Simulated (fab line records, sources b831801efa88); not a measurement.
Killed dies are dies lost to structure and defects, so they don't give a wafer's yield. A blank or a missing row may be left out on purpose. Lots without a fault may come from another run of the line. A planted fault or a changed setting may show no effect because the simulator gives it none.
fab line records | flow sky130
record lots=7 wafers=21 last_day=49
route steps=708 shown PWDE@84 VT_ADJUST_HVTP@85 VT_ADJUST_LVTN@97
lots that met no fault: from a run of the same line without faults
start_h: hours from the record's first day to the start of the lot's first wafer shown | wait_h: hours since the lot's step before | " the same as in the row above | L1.1+2: a row that stands for several wafers | - no value, or no start given | * or withheld: withheld | < > ~ a bound
route shown NAME@n: a module of which the file shows steps, and the number in the route of the first | usual: mean/standard deviation of fault-free wafers | same: alike in all rows | chamber/n: place in a boat | sites: the reading at each site | _std_site: their standard deviation | _edge_site: outer sites' mean less inner sites' | radius_mm: how far each site lies from the wafer's centre | mask NAME#n: copy n | behind: the tool/chamber that last shaped the wafer | hold: why the lot was held/for how many hours/how that ended | device: the transistor (n, p or np) that didn't switch | end of line: the same wafers' tests at the end of the route | a step without rows: its recipe alone | killed: dies lost to structure and defects at the first sort, not the wafer's yield | map: a wafer's dies, x killed, . not, _ none there
set.NAME: the setting as run; set.NAME@STEP: as run at that earlier step | model.NAME: the simulator's own value behind a step, which no gauge read
lots at some steps of the route; a table a step, a row a wafer
services: from which hour (start_h, from the record's first day; less than 0 if before it) a tool's chamber was out of use, for how many hours, and why
## steps
# step SKY_NWELL_RS_MEAS_31
# recipe thk_meas_gauge=four-point-probe
# usual PWDE_RS=5282/18
# columns lot.wafer tool chamber start_h wait_h PWDE_RS[ohm/sq]
L477.1 film_metro-03 - 138.90 0.1 5281
L477.2 " - " " 5303
L477.4 " - " " 5283
L482.1 film_metro-01 - 160.85 0.1 5300
L482.2 " - " " 5292
L482.6 " - " " 5314
L483.1 film_metro-03 - 168.21 0.1 5281
L483.4 " - " " 5285
L483.5 " - " " 5261
L484.1 film_metro-02 - 169.18 0.1 5298
L484.4 " - " " 5318
L484.5 " - " " 5322
L486.1 film_metro-03 - 181.21 0.1 5253
L486.3 " - " " 5260
L486.5 " - " " 5269
L491.3 film_metro-02 - 210.97 0.1 5283
L491.4 " - " " 5294
L491.5 " - " " 5290
L493.1 film_metro-02 - 224.83 0.1 5271
L493.2 " - " " 5280
L493.6 " - " " 5276
# step SKY_VT_ADJUST_HVTP_DEHYDRATE_00
# recipe temp_c=200 time_s=60
# step SKY_VT_ADJUST_HVTP_HMDS_01
# recipe prime_time_s=60 prime_temp_c=120
# step SKY_VT_ADJUST_HVTP_COAT_02
# recipe resist=NOVOLAK spin_rpm=3000 resist_thk_nm=1140
# step SKY_VT_ADJUST_HVTP_SOFTBAKE_03
# recipe temp_c=90 time_s=60 resist=NOVOLAK
# step SKY_VT_ADJUST_HVTP_EXPOSE_04
# recipe mask_id=HVTPM na=0.6 source_shape=conventional sigma_outer=0.6 polarization=unpolarized target_cd_nm=380 dose_mj=140
# step SKY_VT_ADJUST_HVTP_PEB_05
# recipe temp_c=withheld time_s=* resist=NOVOLAK
# step SKY_VT_ADJUST_HVTP_DEVELOP_06
# recipe resist=NOVOLAK developer=TMAH develop_time_s=60 dev_temp_c=23
# step SKY_VT_ADJUST_HVTP_CD_MEAS_07
# recipe target_cd_nm=380
# usual cd_nm=379.9/2.6
# columns lot.wafer tool chamber start_h wait_h cd_nm
L477.1 cd_sem-01 - 158.36 0.1 379.0
L477.2 " - " " 377.2
L477.4 " - " " 378.8
L482.1 cd_sem-01 - 180.77 0.1 379.4
L482.2 " - " " 378.7
L482.6 " - " " 377.0
L483.1 cd_sem-02 - 189.22 0.1 382.4
L483.4 " - " " 384.2
L483.5 " - " " 381.0
L484.1 cd_sem-01 - 189.96 0.1 379.0
L484.4 " - " " 378.8
L484.5 " - " " 378.6
L486.1 cd_sem-01 - 201.74 0.1 380.7
L486.3 " - " " 381.4
L486.5 " - " " 380.9
L491.3 cd_sem-02 - 233.03 0.1 379.0
L491.4 " - " " 378.8
L491.5 " - " " 380.3
L493.1 cd_sem-02 - 248.26 0.1 378.1
L493.2 " - " " 379.5
L493.6 " - " " 379.9
# step SKY_VT_ADJUST_HVTP_OVL_MEAS_08
# usual VT_ADJUST_HVTP_OVL=0.7/1.3
# columns lot.wafer tool chamber start_h wait_h VT_ADJUST_HVTP_OVL[nm]
L477.1 overlay-01 - 158.48 0.1 2.6
L477.2 " - " " 2.2
L477.4 " - " " 1.0
L482.1 overlay-01 - 180.89 0.1 -0.6
L482.2 " - " " 0.4
L482.6 " - " " -0.1
L483.1 overlay-01 - 189.34 0.1 0.1
L483.4 " - " " -0.8
L483.5 " - " " -0.5
L484.1 overlay-02 - 190.08 0.1 0.5
L484.4 " - " " 0.0
L484.5 " - " " 1.0
L486.1 overlay-01 - 201.86 0.1 1.1
L486.3 " - " " 1.1
L486.5 " - " " 0.3
L491.3 overlay-02 - 233.13 0.1 3.2
L491.4 " - " " 3.4
L491.5 " - " " 2.7
L493.1 overlay-02 - 248.38 0.1 -0.4
L493.2 " - " " -0.4
L493.6 " - " " 1.3
# step SKY_VT_ADJUST_HVTP_IMPLANT_09
# recipe species=As energy_kev=150 dose_cm2=4.3e+12 tilt_deg=withheld
# step SKY_VT_ADJUST_HVTP_STRIP_10
# recipe chemistry=O2/N2 power_w=1400 pressure_mtorr=1500 platen_temp_c=withheld o2_flow_sccm=3000 n2_flow_sccm=300 overash_fraction=0.5
# usual chamber_pressure_mTorr=1500.1/1.2 drypump_motor_current_A=5.9/0.44 o2_flow_sccm=3000/8.6 oes_product_au=0.716/0.0041 strip_time_to_endpoint_s=14.20/0.041
# columns lot.wafer tool chamber start_h wait_h chamber_pressure_mTorr drypump_motor_current_A o2_flow_sccm oes_product_au rf_hours_counter_h strip_time_to_endpoint_s model.NOVOLAK_of_VT_ADJUST_HVTP_COAT_02.thk_nm
L477.1 plasma_asher-02 0 158.67 0.1 1499.9 6.0 2999 0.714 4 14.25 0
L477.2 " 1 " " 1499.8 5.8 3009 0.717 4 14.19 0
L477.4 " 0 " " 1500.1 6.0 3000 0.717 - 14.21 0
L482.1 plasma_asher-04 0 181.07 0.1 - - - - - - 1147
L482.2 " 1 " " - - - - - - 1142
L482.6 " 0 " " - - - - - - 1145
L483.1 plasma_asher-04 1 189.52 0.1 - - - - - - 1145
L483.4 " 1 " " - - - - - - 1139
L483.5 " 1 " " - - - - - - 1144
L484.1 plasma_asher-02 0 190.27 0.1 - - - - - - 1140
L484.4 " 0 " " - - - - - - 1139
L484.5 " 1 " " - - - - - - 1140
L486.1 plasma_asher-02 1 202.05 0.1 1498.0 5.7 2996 0.717 9 14.16 0
L486.3 " 0 " " 1500.3 5.9 3007 0.713 - 14.19 0
L486.5 " 0 " " 1497.0 5.9 3010 0.721 - 14.18 0
L491.3 plasma_asher-01 1 233.33 0.1 1500.8 6.7 2990 0.719 - 14.13 0
L491.4 " 0 " " 1501.8 5.8 2983 0.711 - 14.11 0
L491.5 " 0 " " 1500.4 5.9 3000 0.719 - 14.13 0
L493.1 plasma_asher-01 0 248.57 0.1 1499.5 5.8 2984 0.713 43 14.20 0
L493.2 " 1 " " 1500.3 6.7 3001 0.711 43 14.21 0
L493.6 " 1 " " 1497.3 6.7 3004 0.712 - 14.17 0
# step SKY_VT_ADJUST_HVTP_TW_MEAS_11
# usual VT_ADJUST_HVTP_TW=1375/18
# columns lot.wafer tool chamber start_h wait_h VT_ADJUST_HVTP_TW
L477.1 film_metro-01 - 158.77 0.1 1392
L477.2 " - " " 1389
L477.4 " - " " 1390
L482.1 film_metro-01 - 181.17 0.1 1396
L482.2 " - " " 1406
L482.6 " - " " 1390
L483.1 film_metro-02 - 189.62 0.1 1357
L483.4 " - " " 1357
L483.5 " - " " 1370
L484.1 film_metro-01 - 190.37 0.1 1394
L484.4 " - " " 1384
L484.5 " - " " 1395
L486.1 film_metro-01 - 202.15 0.1 1388
L486.3 " - " " 1399
L486.5 " - " " 1394
L491.3 film_metro-02 - 233.42 0.1 1364
L491.4 " - " " 1364
L491.5 " - " " 1361
L493.1 film_metro-02 - 248.67 0.1 1356
L493.2 " - " " 1356
L493.6 " - " " 1356
# step SKY_VT_ADJUST_LVTN_DEHYDRATE_00
# recipe temp_c=200 time_s=60
# step SKY_VT_ADJUST_LVTN_HMDS_01
# recipe prime_time_s=60 prime_temp_c=120
# step SKY_VT_ADJUST_LVTN_COAT_02
# recipe spin_rpm=2000 resist_thk_nm=3000
# step SKY_VT_ADJUST_LVTN_SOFTBAKE_03
# recipe temp_c=110 time_s=withheld
# step SKY_VT_ADJUST_LVTN_EXPOSE_04
# recipe mask_id=NWM_COMPLEMENT_LESS_NATIVE na=0.6 source_shape=conventional sigma_outer=0.6 polarization=unpolarized target_cd_nm=840 dose_mj=194
# step SKY_VT_ADJUST_LVTN_PEB_05
# recipe temp_c=115 time_s=withheld
# step SKY_VT_ADJUST_LVTN_DEVELOP_06
# recipe wall_angle_deg=90 developer=TMAH develop_time_s=60 dev_temp_c=23
# step SKY_VT_ADJUST_LVTN_OVL_MEAS_07
# usual VT_ADJUST_LVTN_OVL=0.2/1.4
# columns lot.wafer tool chamber start_h wait_h VT_ADJUST_LVTN_OVL[nm]
L477.1 overlay-02 - 178.31 - 0.1
L477.2 " - " " 0.6
L477.4 " - " " 1.7
L482.1 overlay-02 - 201.54 - 0.9
L482.2 " - " " 1.2
L482.6 " - " " 0.1
L483.1 overlay-01 - 210.16 - -0.1
L483.4 " - " " -1.2
L483.5 " - " " -1.2
L484.1 overlay-01 - 211.79 - -1.4
L484.4 " - " " -0.3
L484.5 " - " " -0.9
L486.1 overlay-02 - 224.44 - 1.2
L486.3 " - " " 0.3
L486.5 " - " " 2.1
L491.3 overlay-02 - 256.61 - 2.9
L491.4 " - " " 1.7
L491.5 " - " " 3.1
L493.1 overlay-02 - 272.29 - -2.4
L493.2 " - " " -0.8
L493.6 " - " " -0.3
# step SKY_VT_ADJUST_LVTN_IMPLANT_08
# recipe species=B energy_kev=30 dose_cm2=1.57e+12 tilt_deg=withheld
# step SKY_VT_ADJUST_LVTN_STRIP_09
# recipe chemistry=O2/N2 power_w=1400 pressure_mtorr=1500 platen_temp_c=withheld o2_flow_sccm=3000 n2_flow_sccm=300 overash_fraction=0.5
# usual chamber_pressure_mTorr=1499.8/1.4 drypump_motor_current_A=5.9/0.53 o2_flow_sccm=3001/8.7 oes_product_au=0.722/0.0047 strip_time_to_endpoint_s=36.88/0.11
# columns lot.wafer tool chamber start_h wait_h chamber_pressure_mTorr drypump_motor_current_A o2_flow_sccm oes_product_au rf_hours_counter_h strip_time_to_endpoint_s
L477.1 plasma_asher-01 0 178.50 0.1 1500.7 5.8 3010 0.724 37 37.01
L477.2 " 1 " " 1500.2 6.7 3011 0.721 37 37.04
L477.4 " 1 " " 1500.2 6.7 3004 0.724 - 36.95
L482.1 plasma_asher-01 1 201.73 0.1 1500.4 6.7 3010 0.719 39 53.70
L482.2 " 0 " " 1500.1 5.8 3000 0.730 39 53.70
L482.6 " 1 " " 1500.5 6.7 3010 0.719 - 53.64
L483.1 plasma_asher-03 0 210.35 0.1 1500.9 5.2 3000 0.726 51 54.04
L483.4 " 0 " " 1501.3 5.3 2994 0.729 - 53.79
L483.5 " 0 " " 1499.8 5.2 2994 0.721 - 53.86
L484.1 plasma_asher-01 1 211.98 0.1 1500.7 6.7 3003 0.722 40 53.51
L484.4 " 1 " " 1501.1 6.8 3000 0.721 - 53.55
L484.5 " 0 " " 1496.8 5.8 3001 0.729 - 53.56
L486.1 plasma_asher-02 0 224.63 0.1 1501.5 6.0 3006 0.721 11 36.90
L486.3 " 0 " " 1498.7 5.9 3003 0.731 - 36.89
L486.5 " 1 " " 1500.6 5.7 3007 0.717 - 36.95
L491.3 plasma_asher-02 1 256.81 0.1 1502.0 5.7 3013 0.716 - 36.80
L491.4 " 0 " " 1502.1 5.9 2994 0.720 - 36.75
L491.5 " 0 " " 1500.5 6.0 3002 0.716 - 36.76
L493.1 plasma_asher-01 1 272.48 0.1 1501.2 6.7 3011 0.725 46 36.97
L493.2 " 0 " " 1501.4 5.9 2998 0.722 46 36.86
L493.6 " 0 " " 1501.1 5.8 3019 0.727 - 36.90
# step SKY_VT_ADJUST_LVTN_TW_MEAS_10
# usual VT_ADJUST_LVTN_TW=242.6/0.96
# columns lot.wafer tool chamber start_h wait_h hold VT_ADJUST_LVTN_TW
L477.1 film_metro-02 - 178.60 0.1 - 242.0
L477.2 " - " " - 241.9
L477.4 " - " " - 242.5
L482.1 film_metro-02 - 201.83 0.1 await_dispo/0.2h/release 30.4
L482.2 " - " " await_dispo/0.2h/release 30.2
L482.6 " - " " await_dispo/0.2h/release 30.2
L482.1 film_metro-02 - 202.06 0.2 - 30.3
L482.2 " - " " - 30.3
L482.6 " - " " - 30.4
L483.1 film_metro-03 - 210.45 0.1 await_dispo/0.2h/release 30.2
L483.4 " - " " await_dispo/0.2h/release 30.3
L483.5 " - " " await_dispo/0.2h/release 30.3
L483.1 film_metro-03 - 210.68 0.2 - 30.2
L483.4 " - " " - 30.0
L483.5 " - " " - 30.3
L484.1 film_metro-02 - 212.08 0.1 await_dispo/0.2h/release 30.3
L484.4 " - " " await_dispo/0.2h/release 30.4
L484.5 " - " " await_dispo/0.2h/release 30.3
L484.1 film_metro-02 - 212.31 0.2 - 30.3
L484.4 " - " " - 30.3
L484.5 " - " " - 30.2
L486.1 film_metro-03 - 224.83 0.2 - 242.3
L486.3 " - " " - 241.9
L486.5 " - " " - 241.3
L491.3 film_metro-03 - 256.90 0.1 - 242.5
L491.4 " - " " - 242.8
L491.5 " - " " - 242.5
L493.1 film_metro-02 - 272.58 0.1 - 241.8
L493.2 " - " " - 241.5
L493.6 " - " " - 242.4
## services
# columns tool chamber start_h hours kind
plasma_asher-02 - 172.07 0.6 repair
plasma_asher-01 - 206.10 2.0 repair
plasma_asher-01 - 222.45 2.2 repair
## key
first_sign step=SKY_VT_ADJUST_HVTP_STRIP_10 reading=tool_record direction=missing
effect step=SKY_VT_ADJUST_LVTN_STRIP_09 reading=strip_time_to_endpoint_s direction=up sigmas=99+ usual=* struck=*
effect step=SKY_VT_ADJUST_LVTN_TW_MEAS_10 reading=visit direction=added
effect step=SKY_VT_ADJUST_LVTN_TW_MEAS_10 reading=VT_ADJUST_LVTN_TW direction=down sigmas=99+ usual=242.6 struck=30.3
model_effect step=SKY_VT_ADJUST_HVTP_STRIP_10 value=NOVOLAK_of_VT_ADJUST_HVTP_COAT_02.thk_nm without=0 struck=1142
met_at SKY_VT_ADJUST_HVTP_STRIP_10
struck_wafers L482.1,L482.2,L482.6,L483.1,L483.4,L483.5,L484.1,L484.4,L484.5
scrapped_behind SKY_VT_ADJUST_LVTN_TW_MEAS_10 L482.1,L482.2,L482.6,L483.1,L483.4,L483.5,L484.1,L484.4,L484.5
onset_between 158.67 181.07
fault kind=skipped_step_whole tool=plasma_asher-02,plasma_asher-04 chamber=- onset_h=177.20 steps=SKY_VT_ADJUST_HVTP_STRIP_10 scope=struck_lots_only
